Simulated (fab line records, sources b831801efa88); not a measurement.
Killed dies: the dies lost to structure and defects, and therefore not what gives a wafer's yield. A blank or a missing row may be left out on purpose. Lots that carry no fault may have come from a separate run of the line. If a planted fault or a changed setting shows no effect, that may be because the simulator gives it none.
Matching of chambers -- flow gf180mcu -- GF_CONTACT_CMP_04 on cmp-02 has 4 sister chambers
The step polishes SiO2. 4 wafers are shown with their chamber, then 8 later ones without.

== WAFERS PAIRED WITH THEIR CHAMBERS ==
wafer,chamber,motor_current_A (A)
L317.3,0,12.3
L324.1,3,13.5
L324.5,1,12.9
L325.2,2,9.6

== WAFERS WITH NO CHAMBER GIVEN ==
wafer,motor_current_A (A)
L325.4,12.6
L325.6,9.9
L327.1,12.1
L327.4,10.2
L327.6,12.5
L329.3,9.8
L329.4,13.4
L329.6,13.0

== WHICH CHAMBER EACH ONE RAN IN ==
wafer,from the rows above,in truth
L325.4,can't be placed: 0 or 1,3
L325.6,2,2
L327.1,0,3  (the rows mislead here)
L327.4,2,2
L327.6,can't be placed: 0 or 1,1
L329.3,2,2
L329.4,can't be placed: 3 or 1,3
L329.6,can't be placed: 1 or 3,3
Correct placement for 3 of the 8. Can't be placed from these rows: 4 (the true chamber is among the candidates in 3). Placed wrongly: 1.
How it was worked out, from the rows above alone: a wafer's distance from a chamber is the root of the sum, over the readings, of the square of ((its reading less the chamber's mean) divided by the reading's scatter). If the next closest chamber is less than 2 further off than the closest, the wafer can't be placed; otherwise it belongs to the closest. For every chamber, the mean is computed from those of its wafers that are shown. The scatter: with one shown wafer a chamber, the root of the mean of the squares of how far each hidden wafer lies from its nearest shown one.
